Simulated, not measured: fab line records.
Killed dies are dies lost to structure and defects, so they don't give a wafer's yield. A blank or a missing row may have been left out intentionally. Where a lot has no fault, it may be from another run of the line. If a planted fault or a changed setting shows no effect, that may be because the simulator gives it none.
fab line records	flow sky130
[record] lots = 5	wafers = 15	lastDay = 50
route steps=708 shown SONOS_TUNNEL@160 SONOS_ONO@168 GATE_OXIDE@187 PAD_OPEN@708
lots with no fault: from the same line, run without faults
startH: the number of hours between the record's first day and the start of the first shown wafer of the lot	waitH: time in hours since the lot's previous step	" unchanged from the row above	L1.1+2: a row that stands for several wafers	- no value, or no start given	* or withheld: withheld	< > ~ a bound
route shown NAME@n: NAME is a module with steps in the file, n the number in the route of the first one	usual: the fault-free wafers' mean and standard deviation	same: alike in all rows	chamber/n: place in a boat	sites: per-site readings	_std_site: the standard deviation of these	_edge_site: outer sites' mean less inner sites'	radiusMm: how far each site lies from the wafer's centre	mask NAME#n: copy n	behind: the most recent tool/chamber to have shaped the wafer	hold: what put the lot on hold/how long, in hours/how the hold closed	device: whichever transistor did not switch (one of n, p or np)	end of line: tests run on the same wafers once the route is complete	a step with no rows: only its recipe	killed: dies that structure and defects cost at the first sort, which is not the same as the wafer's yield	map: per-die view of a wafer (x killed, . not killed, _ where there is no die)
set.NAME: the run value of the setting; set.NAME@STEP: its run value at that earlier step	model.NAME: the simulator's own value behind a step, which no gauge read
certain route steps with their lots: each step a table, each wafer a row
services: from which hour (startH, from the record's first day; less than 0 if before it) a tool's chamber was out of use, for how many hours, and why
[[steps]]
[step SKY_SONOS_TUNNEL_DEVELOP_06]
[recipe] resist = NOVOLAK	developer = TMAH	developTimeS = 60	devTempC = 23
[step SKY_SONOS_TUNNEL_CD_MEAS_07]
[recipe] targetCdNm = 410
[usual] cdNm = 410.6/2.5
lot.wafer	tool	chamber	startH	waitH	cdNm
L220.1	cdSem-02	-	296.92	0.1	416.1
L220.4	"	-	"	"	415.9
L220.5	"	-	"	"	416.5
L224.1	cdSem-01	-	330.06	0.1	406.1
L224.4	"	-	"	"	406.1
L224.5	"	-	"	"	407.3
L227.4	cdSem-01	-	354.94	0.1	409.5
L227.5	"	-	"	"	411.5
L227.6	"	-	"	"	411.5
L232.1	cdSem-02	-	389.36	0.1	410.2
L232.3	"	-	"	"	409.9
L232.6	"	-	"	"	412.1
L233.1	cdSem-01	-	395.72	0.1	414.6
L233.2	"	-	"	"	412.0
L233.6	"	-	"	"	411.8
[step SKY_SONOS_TUNNEL_OVL_MEAS_08]
[usual] SONOS_TUNNEL_OVL = -0.2/1.5
lot.wafer	tool	chamber	startH	waitH	SONOS_TUNNEL_OVL[nm]
L220.1	overlay-02	-	297.04	0.1	-1.4
L220.4	"	-	"	"	-1.2
L220.5	"	-	"	"	-0.7
L224.1	overlay-02	-	330.18	0.1	-2.0
L224.4	"	-	"	"	-0.9
L224.5	"	-	"	"	-1.7
L227.4	overlay-02	-	355.02	0.1	2.2
L227.5	"	-	"	"	-0.4
L227.6	"	-	"	"	1.9
L232.1	overlay-02	-	389.48	0.1	-0.1
L232.3	"	-	"	"	-0.7
L232.6	"	-	"	"	-1.7
L233.1	overlay-02	-	395.84	0.1	0.0
L233.2	"	-	"	"	1.0
L233.6	"	-	"	"	0.1
[step SKY_SONOS_TUNNEL_IMPLANT_09]
[recipe] species = B	energyKev = 20	doseCm2 = 1e+12	tiltDeg = withheld
[step SKY_SONOS_TUNNEL_WET_ETCH_10]
[recipe] chemistry = dHF	targetDepthNm = 14	target = SiO2	dilution = 100:1	tempC = 25	timeS = 280
[step SKY_SONOS_TUNNEL_STRIP_11]
[recipe] chemistry = SPM	timeS = 600	tempC = 130
[step SKY_SONOS_TUNNEL_TW_MEAS_12]
[usual] SONOS_TUNNEL_TW = 198.6/1.3
lot.wafer	tool	chamber	startH	waitH	SONOS_TUNNEL_TW
L220.1	filmMetro-01	-	297.50	0.0	197.5
L220.4	"	-	"	"	199.4
L220.5	"	-	"	"	198.2
L224.1	filmMetro-01	-	330.72	0.0	197.1
L224.4	"	-	"	"	196.5
L224.5	"	-	"	"	197.1
L227.4	filmMetro-03	-	355.49	0.0	199.9
L227.5	"	-	"	"	199.6
L227.6	"	-	"	"	200.2
L232.1	filmMetro-03	-	389.93	0.0	201.4
L232.3	"	-	"	"	201.4
L232.6	"	-	"	"	201.9
L233.1	filmMetro-01	-	396.81	0.0	197.9
L233.2	"	-	"	"	197.5
L233.6	"	-	"	"	198.5
[step SKY_SONOS_TUNNEL_CLEAN_13]
[recipe] chemistry = dHF	timeS = 20	dilution = 100:1	dry = ipaMarangoni
[step SKY_SONOS_ONO_OXIDATION_00]
[recipe] tempC = 800	ambient = O2	idleTempC = 700	rampUpCPerMin = 10	rampDownCPerMin = 3	stabiliseS = 600	purgeS = 300	targetThkA = 26	oxTimeS = 1249
[step SKY_SONOS_ONO_THK_MEAS_01]
[recipe] reads = SiO2_of_SONOS_ONO_OXIDATION_00
[usual] SONOS_ONO_OXIDATION_THK = 2.60/0.06
lot.wafer	tool	chamber	startH	waitH	SONOS_ONO_OXIDATION_THK[nm]
L220.1	filmMetro-02	-	298.93	0.0	2.62
L220.4	"	-	"	"	2.55
L220.5	"	-	"	"	2.65
L224.1	filmMetro-03	-	333.50	0.0	2.56
L224.4	"	-	"	"	2.55
L224.5	"	-	"	"	2.50
L227.4	filmMetro-02	-	357.72	0.0	2.61
L227.5	"	-	"	"	2.60
L227.6	"	-	"	"	2.66
L232.1	filmMetro-03	-	391.61	0.0	2.51
L232.3	"	-	"	"	2.53
L232.6	"	-	"	"	2.52
L233.1	filmMetro-02	-	399.37	0.0	2.51
L233.2	"	-	"	"	2.61
L233.6	"	-	"	"	2.62
[step SKY_SONOS_ONO_CVD_02]
[recipe] material = Si3N4	precursor = DCS/NH3	targetThkNm = 10.5	tempC = 770	timeS = 180	pressureMtorr = 250
[step SKY_SONOS_ONO_THK_MEAS_03]
[recipe] reads = Si3N4_of_SONOS_ONO_CVD_02
[usual] SONOS_ONO_CVD_02_THK = 10.48/0.15
lot.wafer	tool	chamber	startH	waitH	SONOS_ONO_CVD_02_THK[nm]
L220.1	filmMetro-03	-	303.75	0.0	10.63
L220.4	"	-	"	"	10.42
L220.5	"	-	"	"	10.43
L224.1	filmMetro-02	-	337.29	0.0	10.33
L224.4	"	-	"	"	10.47
L224.5	"	-	"	"	10.38
L227.4	filmMetro-04	-	364.84	0.0	10.60
L227.5	"	-	"	"	10.52
L227.6	"	-	"	"	10.54
L232.1	filmMetro-03	-	392.72	0.0	10.42
L232.3	"	-	"	"	10.58
L232.6	"	-	"	"	10.57
L233.1	filmMetro-04	-	402.35	0.0	10.67
L233.2	"	-	"	"	10.52
L233.6	"	-	"	"	10.61
[step SKY_SONOS_ONO_CVD_04]
[recipe] material = SiO2	precursor = SiH4/N2O	targetThkNm = 5.7199	tempC = 900	pressureMtorr = 400
lot.wafer	tool	chamber	startH	waitH	model.SiO2_of_SONOS_ONO_CVD_04.thkNm
L220.1	lpcvd-03	1	303.81	0.1	5.835
L220.4	"	1	"	"	5.789
L220.5	"	1	"	"	5.799
L224.1	lpcvd-03	0	337.35	0.1	5.856
L224.4	"	0	"	"	5.704
L224.5	"	0	"	"	5.731
L227.4	lpcvd-03	1	364.87	0.0	5.7
L227.5	"	1	"	"	5.752
L227.6	"	1	"	"	5.746
L232.1	lpcvd-03	0	392.78	0.1	5.621
L232.3	"	0	"	"	5.659
L232.6	"	0	"	"	5.555
L233.1	lpcvd-03	1	402.41	0.1	5.416
L233.2	"	1	"	"	5.301
L233.6	"	1	"	"	5.36
[step SKY_SONOS_ONO_THK_MEAS_05]
[recipe] reads = SiO2_of_SONOS_ONO_CVD_04
[usual] SONOS_ONO_CVD_04_THK = 5.76/0.096
lot.wafer	tool	chamber	startH	waitH	SONOS_ONO_CVD_04_THK[nm]
L220.1	filmMetro-03	-	305.06	0.0	5.84
L220.4	"	-	"	"	5.79
L220.5	"	-	"	"	5.78
L224.1	filmMetro-03	-	338.60	0.0	5.84
L224.4	"	-	"	"	5.72
L224.5	"	-	"	"	5.77
L227.4	filmMetro-02	-	366.15	0.0	5.68
L227.5	"	-	"	"	5.77
L227.6	"	-	"	"	5.76
L232.1	filmMetro-04	-	394.03	0.0	5.69
L232.3	"	-	"	"	5.64
L232.6	"	-	"	"	5.59
L233.1	filmMetro-03	-	403.66	0.0	5.40
L233.2	"	-	"	"	5.27
L233.6	"	-	"	"	5.35
[step SKY_SONOS_ONO_DEHYDRATE_06]
[recipe] tempC = 200	timeS = 60
[step SKY_SONOS_ONO_HMDS_07]
[recipe] primeTimeS = 60	primeTempC = 120
[step SKY_SONOS_ONO_COAT_08]
[recipe] resist = NOVOLAK	spinRpm = 3000	resistThkNm = 1140
[step SKY_SONOS_ONO_SOFTBAKE_09]
[recipe] tempC = 90	timeS = 60	resist = NOVOLAK
[step SKY_SONOS_ONO_EXPOSE_10]
[recipe] maskId = ONOM	targetCdNm = 410	na = 0.6	sourceShape = conventional	sigmaOuter = 0.6	doseMj = 150
[step SKY_SONOS_ONO_PEB_11]
[recipe] tempC = withheld	timeS = *	resist = NOVOLAK
[step SKY_SONOS_ONO_DEVELOP_12]
[recipe] developTimeS = 60	devTempC = 23
[step SKY_SONOS_ONO_CD_MEAS_13]
[recipe] targetCdNm = 410
[usual] cdNm = 410.1/2
lot.wafer	tool	chamber	startH	waitH	cdNm
L220.1	cdSem-02	-	331.57	0.1	408.1
L220.4	"	-	"	"	408.7
L220.5	"	-	"	"	408.1
L224.1	cdSem-01	-	366.37	0.1	408.1
L224.4	"	-	"	"	411.3
L224.5	"	-	"	"	409.0
L227.4	cdSem-02	-	394.68	0.1	409.0
L227.5	"	-	"	"	407.0
L227.6	"	-	"	"	408.4
L232.1	cdSem-02	-	424.07	0.1	411.6
L232.3	"	-	"	"	413.1
L232.6	"	-	"	"	411.2
L233.1	cdSem-01	-	433.47	0.1	411.0
L233.2	"	-	"	"	408.7
L233.6	"	-	"	"	408.9
[step SKY_SONOS_ONO_OVL_MEAS_14]
[usual] SONOS_ONO_OVL = 0.8/1.6
lot.wafer	tool	chamber	startH	waitH	SONOS_ONO_OVL[nm]
L220.1	overlay-02	-	331.69	0.1	0.6
L220.4	"	-	"	"	-0.8
L220.5	"	-	"	"	-0.9
L224.1	overlay-01	-	366.49	0.1	-0.7
L224.4	"	-	"	"	0.2
L224.5	"	-	"	"	0.6
L227.4	overlay-01	-	394.76	0.1	-3.2
L227.5	"	-	"	"	-2.1
L227.6	"	-	"	"	-3.0
L232.1	overlay-01	-	424.19	0.1	-1.7
L232.3	"	-	"	"	-1.9
L232.6	"	-	"	"	-2.2
L233.1	overlay-01	-	433.59	0.1	1.1
L233.2	"	-	"	"	1.6
L233.6	"	-	"	"	0.4
[step SKY_SONOS_ONO_ETCH_15]
[recipe] targetDepthNm = 19.52	chemistry = CHF3/O2	sourceW = 600	biasW = 200	pressureMtorr = 40	chf3FlowSccm = 50	O2_flow_sccm = 5	timeS = 7.8
[usual] drypumpMotorCurrentA = 5.9/0.55	oesProductAu = 0.999/0.0081	throttleValvePct = 8.825/0.0096
lot.wafer	tool	chamber	startH	waitH	drypumpMotorCurrentA	oesProductAu	rfHoursCounterH	throttleValvePct
L220.1	rieDiel-04	1	331.73	0.0	6.2	1.002	1	8.828
L220.4	"	0	"	"	5.9	0.995	4	8.807
L220.5	"	1	"	"	6.2	1.007	-	8.834
L224.1	rieDiel-04	2	366.52	0.0	6.2	1.001	40	8.817
L224.4	"	3	"	"	6.3	0.985	0	8.814
L224.5	"	1	"	"	6.2	0.987	-	8.831
L227.4	rieDiel-03	3	394.79	0.0	5.2	0.990	-	8.824
L227.5	"	2	"	"	6.7	0.986	-	8.828
L227.6	"	0	"	"	5.3	0.985	-	8.828
L232.1	rieDiel-04	2	424.23	0.0	6.2	1.012	41	8.821
L232.3	"	1	"	"	6.2	1.000	2	8.823
L232.6	"	1	"	"	6.2	1.011	-	8.832
L233.1	rieDiel-03	1	433.62	0.0	6.6	0.984	0	8.816
L233.2	"	2	"	"	6.7	0.996	13	8.821
L233.6	"	2	"	"	6.7	0.994	-	8.822
[step SKY_SONOS_ONO_WET_ETCH_16]
[recipe] chemistry = dHF	targetDepthNm = 14	dry = n2Spin	target = SiO2	dilution = 100:1	tempC = 25	timeS = 280
[step SKY_SONOS_ONO_STRIP_17]
[recipe] chemistry = O2/N2	powerW = 1400	pressureMtorr = 1500	platenTempC = withheld	o2FlowSccm = 3000	n2FlowSccm = 300	overashFraction = 0.5
[usual] drypumpMotorCurrentA = 5.6/0.36	n2FlowSccm = 299.9/0.92	oesProductAu = 0.710/0.0045	stripTimeToEndpointS = 14.10/0.048
lot.wafer	tool	chamber	startH	waitH	drypumpMotorCurrentA	n2FlowSccm	oesProductAu	rfHoursCounterH	stripTimeToEndpointS
L220.1	plasmaAsher-02	0	331.83	0.0	6.0	299.3	0.718	21	14.11
L220.4	"	1	"	"	4.9	302.1	0.706	-	14.11
L220.5	"	0	"	"	6.0	299.0	0.711	-	14.10
L224.1	plasmaAsher-03	0	366.73	0.0	5.5	299.4	0.709	56	14.17
L224.4	"	1	"	"	6.0	300.4	0.708	-	14.14
L224.5	"	0	"	"	5.5	299.0	0.714	-	14.16
L227.4	plasmaAsher-02	1	394.93	0.0	4.9	300.0	0.714	-	14.16
L227.5	"	1	"	"	4.9	300.5	0.706	-	14.11
L227.6	"	0	"	"	6.1	300.1	0.705	-	14.14
L232.1	plasmaAsher-03	1	424.34	0.0	5.9	300.1	0.715	63	14.10
L232.3	"	0	"	"	5.5	300.8	0.715	-	14.14
L232.6	"	0	"	"	5.4	299.2	0.712	-	14.05
L233.1	plasmaAsher-04	0	433.75	0.0	5.6	300.5	0.713	70	14.13
L233.2	"	1	"	"	5.3	300.6	0.710	70	14.12
L233.6	"	0	"	"	5.6	300.6	0.714	-	14.08
[step SKY_SONOS_ONO_WET_ETCH_18]
[recipe] chemistry = H3PO4	targetDepthNm = 15	target = Si3N4	tempC = 160	timeS = 172
[step SKY_GATE_OXIDE_CLEAN_00]
[recipe] chemistry = SC1/SC2	mix = 1:4:20	tempC = 70	timeS = 150	dry = n2Spin
[step SKY_GATE_OXIDE_OXIDATION_01]
[recipe] tempC = 900	ambient = O2	stabiliseS = 600	purgeS = 300	targetThkA = 102.68	oxTimeS = 1473
[step SKY_GATE_OXIDE_THK_MEAS_02]
[recipe] reads = SiO2_of_GATE_OXIDE_OXIDATION_01
[usual] GATE_OXIDE_OXIDATION_00_THK = 10.26/0.19
lot.wafer	tool	chamber	startH	waitH	GATE_OXIDE_OXIDATION_00_THK[nm]
L220.1	filmMetro-01	-	334.54	0.0	10.53
L220.4	"	-	"	"	10.36
L220.5	"	-	"	"	10.52
L224.1	filmMetro-04	-	368.79	0.0	10.01
L224.4	"	-	"	"	10.13
L224.5	"	-	"	"	10.06
L227.4	filmMetro-04	-	398.06	0.0	10.16
L227.5	"	-	"	"	10.23
L227.6	"	-	"	"	10.33
L232.1	filmMetro-02	-	426.01	0.0	10.19
L232.3	"	-	"	"	10.23
L232.6	"	-	"	"	10.07
L233.1	filmMetro-01	-	436.89	0.0	10.28
L233.2	"	-	"	"	10.24
L233.6	"	-	"	"	10.10
[step SKY_GATE_OXIDE_DEHYDRATE_03]
[recipe] tempC = 200	timeS = 60
[step SKY_GATE_OXIDE_HMDS_04]
[recipe] primeTimeS = 60	primeTempC = 120
[step SKY_GATE_OXIDE_COAT_05]
[recipe] resist = NOVOLAK	spinRpm = 3000	resistThkNm = 1140
[step SKY_GATE_OXIDE_SOFTBAKE_06]
[recipe] tempC = 90	timeS = 60	resist = NOVOLAK
[step SKY_GATE_OXIDE_EXPOSE_07]
[recipe] maskId = LVOM	na = 0.6	sourceShape = conventional	sigmaOuter = 0.6	polarization = unpolarized	targetCdNm = 600	doseMj = 170
[step SKY_GATE_OXIDE_PEB_08]
[recipe] tempC = withheld	timeS = *	resist = NOVOLAK
[step SKY_GATE_OXIDE_DEVELOP_09]
[recipe] resist = NOVOLAK	developer = TMAH	developTimeS = 60	devTempC = 23
[step SKY_GATE_OXIDE_OVL_MEAS_10]
[usual] GATE_OXIDE_OVL = -1.7/1.4
lot.wafer	tool	chamber	startH	waitH	GATE_OXIDE_OVL[nm]
L220.1	overlay-01	-	361.63	0.1	-0.9
L220.4	"	-	"	"	-0.9
L220.5	"	-	"	"	-0.9
L224.1	overlay-02	-	396.82	0.1	-3.0
L224.4	"	-	"	"	-0.8
L224.5	"	-	"	"	-1.4
L227.4	overlay-02	-	427.64	0.1	-2.1
L227.5	"	-	"	"	-2.8
L227.6	"	-	"	"	-1.5
L232.1	overlay-02	-	456.32	0.1	-0.6
L232.3	"	-	"	"	-2.6
L232.6	"	-	"	"	-0.4
L233.1	overlay-01	-	467.62	0.1	-1.7
L233.2	"	-	"	"	-1.7
L233.6	"	-	"	"	-1.5
[step SKY_GATE_OXIDE_IMPLANT_11]
[recipe] species = B	energyKev = 10	doseCm2 = 2.6e+12	tiltDeg = withheld
[step SKY_GATE_OXIDE_WET_ETCH_12]
[recipe] chemistry = dHF	targetDepthNm = 16.8	dry = n2Spin	target = SiO2	dilution = 100:1	tempC = 25	timeS = 336
[step SKY_GATE_OXIDE_STRIP_13]
[recipe] chemistry = O2/N2	powerW = 1400	pressureMtorr = 1500	platenTempC = withheld	o2FlowSccm = 3000	n2FlowSccm = 300	overashFraction = 0.5
[usual] drypumpMotorCurrentA = 5.6/0.39	n2FlowSccm = 300.0/0.88	oesProductAu = 0.716/0.0045	stripTimeToEndpointS = 14.18/0.034
lot.wafer	tool	chamber	startH	waitH	drypumpMotorCurrentA	n2FlowSccm	oesProductAu	rfHoursCounterH	stripTimeToEndpointS
L220.1	plasmaAsher-04	0	361.92	0.0	5.6	299.9	0.718	63	14.09
L220.4	"	0	"	"	5.7	300.1	0.720	-	14.11
L220.5	"	0	"	"	5.7	300.2	0.714	-	14.17
L224.1	plasmaAsher-04	1	397.41	0.0	5.3	299.4	0.714	67	14.20
L224.4	"	1	"	"	5.3	300.6	0.706	-	14.21
L224.5	"	1	"	"	5.4	299.5	0.713	-	14.23
L227.4	plasmaAsher-04	1	427.94	0.0	5.3	299.7	0.720	-	14.15
L227.5	"	1	"	"	5.3	299.3	0.712	-	14.16
L227.6	"	0	"	"	5.6	300.6	0.723	-	14.17
L232.1	plasmaAsher-04	1	456.60	0.0	5.3	300.1	0.717	73	14.17
L232.3	"	0	"	"	5.6	299.7	0.718	-	14.22
L232.6	"	0	"	"	5.7	299.2	0.718	-	14.20
L233.1	plasmaAsher-02	0	467.91	0.0	6.0	299.7	0.706	33	14.13
L233.2	"	1	"	"	4.9	300.7	0.712	33	14.14
L233.6	"	0	"	"	6.0	298.0	0.720	-	14.13
[step SKY_GATE_OXIDE_TW_MEAS_14]
[usual] GATE_OXIDE_TW = 225.0/0.87
lot.wafer	tool	chamber	startH	waitH	GATE_OXIDE_TW
L220.1	filmMetro-01	-	362.02	0.1	224.2
L220.4	"	-	"	"	225.4
L220.5	"	-	"	"	224.5
L224.1	filmMetro-04	-	397.51	0.1	225.7
L224.4	"	-	"	"	227.0
L224.5	"	-	"	"	227.1
L227.4	filmMetro-01	-	428.04	0.1	224.7
L227.5	"	-	"	"	225.7
L227.6	"	-	"	"	225.3
L232.1	filmMetro-04	-	456.70	0.1	224.6
L232.3	"	-	"	"	223.6
L232.6	"	-	"	"	225.7
L233.1	filmMetro-02	-	468.01	0.1	225.1
L233.2	"	-	"	"	225.7
L233.6	"	-	"	"	225.6
[step SKY_GATE_OXIDE_CLEAN_15]
[recipe] chemistry = SC1/SC2	mix = 1:4:20	tempC = 70	timeS = 150	dry = n2Spin
lot.wafer	tool	chamber	startH	waitH	model.SiO2_of_SONOS_ONO_CVD_04.thkNm
L220.1	wetBench-01	1	362.08	0.1	4.324
L220.4	"	1	"	"	4.276
L220.5	"	1	"	"	4.283
L224.1	wetBench-01	2	397.57	0.1	4.337
L224.4	"	2	"	"	4.187
L224.5	"	2	"	"	4.214
L227.4	wetBench-04	2	428.07	0.0	4.195
L227.5	"	2	"	"	4.248
L227.6	"	2	"	"	4.242
L232.1	wetBench-01	2	456.76	0.1	4.118
L232.3	"	2	"	"	4.151
L232.6	"	2	"	"	4.052
L233.1	wetBench-04	2	468.07	0.1	3.895
L233.2	"	2	"	"	3.787
L233.6	"	2	"	"	3.835
[step SKY_PAD_OPEN_PROBE_99]
[usual] killed_at_M0_to_M3 = 44/6.9	killed_at_M4_up = 3.1/1.7	killedAtContacts = 25/5.6	killedAtFrontEnd = 14/4.3	killedAtOther = 0.3/0.51	killedDies = 86/9.8	killedOnRim = 17/3.8	killedOpen = 47/6.5	killedShort = 39/6.6
[same] grossDies = 492	killedAtBackSide = 0
lot.wafer	tool	chamber	startH	waitH	killed_at_M0_to_M3	killed_at_M4_up	killedAtContacts	killedAtFrontEnd	killedAtOther	killedDies	killedOnRim	killedOpen	killedShort	model.etest.capOno.gateLog10ACm2	model.etest.capOno.gateBvV	model.etest.capOno.toxAccNm	model.etest.sonosProgrammed.vtV	model.etest.sonosErased.vtV	model.etest.sonosBaked.vtV	model.etest.sonosBaked.vtLessV
L220.1	prober-01	-	1125.07	0.1	38	1	16	18	0	73	10	41	32	-8.161	16.38	13.12	1.363	-2.199	0.8931	-0.4699
L220.4	prober-01	-	1125.22	0.2	46	3	29	10	2	90	17	49	41	-7.891	16.54	12.85	1.472	-2.32	0.9272	-0.5449
L220.5	prober-01	-	1125.27	0.2	55	3	23	7	1	89	19	55	34	-8.048	16.67	12.99	1.448	-2.261	0.9584	-0.4896
L224.1	prober-01	-	1147.64	0.1	44	3	21	10	0	78	11	39	39	-7.947	16.08	12.97	1.447	-2.276	0.8896	-0.557
L224.4	prober-01	-	1147.79	0.2	43	2	19	12	0	76	16	46	30	-7.803	16.43	12.79	1.5	-2.388	0.9441	-0.5563
L224.5	prober-01	-	1147.84	0.2	44	0	28	14	1	87	12	50	37	-7.687	16.15	12.76	1.516	-2.391	0.9148	-0.6013
L227.4	prober-01	-	1167.19	0.2	44	4	26	18	0	92	19	54	38	-8.039	16.78	13.01	1.415	-2.228	0.9763	-0.4384
L227.5	prober-01	-	1167.24	0.2	36	3	32	15	0	86	13	44	42	-8.043	16.5	13.01	1.435	-2.228	0.9335	-0.5017
L227.6	prober-01	-	1167.29	0.2	51	4	29	14	0	98	16	52	46	-8.164	16.55	13.03	1.422	-2.198	0.9497	-0.4727
L232.1	prober-01	-	1183.43	0.1	44	3	33	17	0	97	24	54	43	-7.712	15.83	12.73	1.528	-2.353	0.9854	-0.5428
L232.3	prober-01	-	1183.53	0.2	49	4	21	17	0	91	17	49	42	-7.842	16.08	12.83	1.514	-2.32	1	-0.5135
L232.6	prober-01	-	1183.68	0.2	37	3	28	10	0	78	12	47	31	-7.741	17.06	12.67	1.566	-2.312	1.005	-0.5607
L233.1	prober-02	-	1211.50	0.1	31	5	31	10	0	77	16	48	29	-7.7	15.92	12.65	1.586	-2.358	1.026	-0.5602
L233.2	prober-02	-	1211.55	0.1	47	4	22	9	0	82	6	48	34	-7.366	15.96	12.46	1.651	-2.438	1.099	-0.5514
L233.6	prober-02	-	1211.75	0.2	30	5	22	9	2	68	11	32	36	-7.595	16.36	12.59	1.634	-2.422	1.056	-0.5774
// killed by level:class
L220.1 VIA2:geometricParticle:open=10 VIA1:geometricParticle:open=7 CONTACT:geometricParticle:open=6 LOCAL_INTERCONNECT:geometricParticle:short=5 METAL2:geometricParticle:short=5 FIELD_ISO:geometricParticle:open=4 FIELD_ISO:geometricParticle:short=4 POLY_GATE:geometricParticle:short=4
L220.4 LI_CONTACT:geometricParticle:open=11 VIA1:geometricParticle:open=11 CONTACT:geometricParticle:open=7 VIA2:geometricParticle:open=6 METAL2:geometricParticle:short=5 LOCAL_INTERCONNECT:geometricParticle:short=4 VIA1:geometricParticle:short=4 VIA2:geometricParticle:short=4
L220.5 VIA1:geometricParticle:open=11 VIA2:geometricParticle:open=8 VIA3:geometricParticle:open=8 LI_CONTACT:geometricParticle:open=7 METAL2:geometricParticle:short=6 VIA1:geometricParticle:short=6 CONTACT:geometricParticle:open=6 METAL1:geometricParticle:short=5
L224.1 VIA1:geometricParticle:open=13 METAL1:geometricParticle:short=7 LOCAL_INTERCONNECT:geometricParticle:short=5 CONTACT:geometricParticle:open=5 CONTACT:geometricParticle:short=5 VIA2:geometricParticle:open=5 METAL3:geometricParticle:short=4 VIA3:geometricParticle:open=4
L224.4 VIA3:geometricParticle:open=10 VIA1:geometricParticle:open=9 LI_CONTACT:geometricParticle:open=8 METAL2:geometricParticle:short=6 CONTACT:geometricParticle:open=5 VIA1:geometricParticle:short=4 METAL1:geometricParticle:short=3 METAL2:geometricParticle:open=3
L224.5 CONTACT:geometricParticle:open=13 VIA1:geometricParticle:short=9 VIA1:geometricParticle:open=9 LI_CONTACT:geometricParticle:open=7 VIA3:geometricParticle:open=6 POLY_GATE:geometricParticle:short=5 POLY_GATE:geometricParticle:open=5 VIA2:geometricParticle:open=4
L227.4 CONTACT:geometricParticle:open=13 VIA1:geometricParticle:open=12 FIELD_ISO:geometricParticle:open=9 METAL1:geometricParticle:short=8 CONTACT:geometricParticle:short=6 VIA1:geometricParticle:short=5 LI_CONTACT:geometricParticle:open=4 VIA2:geometricParticle:open=4
L227.5 CONTACT:geometricParticle:open=13 CONTACT:geometricParticle:short=11 FIELD_ISO:geometricParticle:open=6 VIA2:geometricParticle:short=6 METAL1:geometricParticle:short=5 LI_CONTACT:geometricParticle:open=5 VIA3:geometricParticle:open=4 FIELD_ISO:geometricParticle:short=3
L227.6 VIA1:geometricParticle:open=12 VIA2:geometricParticle:open=9 CONTACT:geometricParticle:open=8 VIA1:geometricParticle:short=8 LI_CONTACT:geometricParticle:open=6 METAL1:geometricParticle:short=6 LOCAL_INTERCONNECT:geometricParticle:short=5 CONTACT:geometricParticle:short=5
L232.1 CONTACT:geometricParticle:open=11 LI_CONTACT:geometricParticle:open=9 VIA3:geometricParticle:open=9 VIA2:geometricParticle:open=8 METAL2:geometricParticle:short=7 LOCAL_INTERCONNECT:geometricParticle:short=6 POLY_GATE:geometricParticle:open=5 VIA1:geometricParticle:open=5
L232.3 VIA1:geometricParticle:open=12 LI_CONTACT:geometricParticle:open=7 VIA1:geometricParticle:short=7 VIA2:geometricParticle:open=7 CONTACT:geometricParticle:open=6 VIA3:geometricParticle:open=6 POLY_GATE:geometricParticle:open=5 CONTACT:geometricParticle:short=5
L232.6 CONTACT:geometricParticle:open=10 LI_CONTACT:geometricParticle:open=9 METAL2:geometricParticle:short=9 VIA2:geometricParticle:open=6 VIA3:geometricParticle:open=6 FIELD_ISO:geometricParticle:open=5 VIA1:geometricParticle:open=4 FIELD_ISO:geometricParticle:short=3
L233.1 CONTACT:geometricParticle:open=13 LI_CONTACT:geometricParticle:open=8 VIA1:geometricParticle:open=8 VIA3:geometricParticle:open=7 METAL4:geometricParticle:short=5 LOCAL_INTERCONNECT:geometricParticle:short=4 FIELD_ISO:geometricParticle:short=3 FIELD_ISO:geometricParticle:open=3
L233.2 VIA2:geometricParticle:open=12 CONTACT:geometricParticle:open=12 VIA3:geometricParticle:open=6 POLY_GATE:geometricParticle:open=4 LOCAL_INTERCONNECT:geometricParticle:short=4 VIA1:geometricParticle:short=4 VIA1:geometricParticle:open=4 METAL2:geometricParticle:short=4
L233.6 LI_CONTACT:geometricParticle:open=8 FIELD_ISO:geometricParticle:short=6 METAL1:geometricParticle:short=6 CONTACT:geometricParticle:open=5 CONTACT:geometricParticle:short=4 VIA1:geometricParticle:open=4 VIA3:geometricParticle:open=4 METAL4:geometricParticle:short=4
[[services]]
tool	chamber	startH	hours	kind
plasmaAsher-04	-	299.26	0.6	repair
rieDiel-03	3	302.03	-	clean
rieDiel-03	3	302.03	11.4	scheduledDown
rieDiel-03	3	302.03	11.4	ventCycle
rieDiel-03	2	303.60	14.1	repair
plasmaAsher-02	-	325.00	4.0	repair
rieDiel-04	3	338.93	-	clean
rieDiel-04	3	338.93	16.7	scheduledDown
rieDiel-04	3	338.93	16.7	ventCycle
rieDiel-03	2	340.11	3.8	repair
rieDiel-04	-	358.93	0.6	repair
wetBench-04	-	380.03	4.8	repair
rieDiel-04	1	392.41	7.3	repair
rieDiel-03	1	393.82	9.3	repair
rieDiel-03	1	403.14	-	clean
rieDiel-03	1	403.14	18.0	scheduledDown
plasmaAsher-02	-	410.74	14.6	pm
plasmaAsher-04	-	412.76	2.2	repair
plasmaAsher-04	-	419.04	3.4	repair
plasmaAsher-04	-	423.20	0.8	repair
plasmaAsher-02	-	433.39	2.1	repair
plasmaAsher-02	-	436.63	2.0	repair
rieDiel-04	-	447.91	2.8	pm
rieDiel-03	3	458.60	1.3	repair
[[key]]
[firstSign] step = SKY_SONOS_ONO_THK_MEAS_05	reading = SONOS_ONO_CVD_04_THK	direction = down	sigmas = 4.4	usual = 5.76	struck = 5.34
effect none on later readings
[modelEffect] step = SKY_SONOS_ONO_CVD_04	value = SiO2_of_SONOS_ONO_CVD_04.thkNm	without = 5.864	struck = 5.359
[modelEffect] step = SKY_GATE_OXIDE_CLEAN_15	value = SiO2_of_SONOS_ONO_CVD_04.thkNm	without = 4.344	struck = 3.839
[modelEffect] step = SKY_PAD_OPEN_PROBE_99	value = etest.capOno.gateLog10ACm2	without = -8.206	struck = -7.554
metAt SKY_SONOS_ONO_CVD_04
struckWafers L233.1,L233.2,L233.6
testerLeftOut L233
onsetBetween 364.87 402.41
alsoFits time
[fault] kind = processParameterDrift	tool = lpcvd-03	chamber = 1	onsetH = 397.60	steps = SKY_SONOS_ONO_CVD_04	channel = timeS	offset = *	shape = step	endH = 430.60	stated = *
// testerLeftOut: of these lots the tester's yield and bins aren't shown, on N5 and GAA mostly nor the transistor test; their killed dies are dies lost to structure and defects alone, not to doping, threshold or leakage, so they don't give the yield
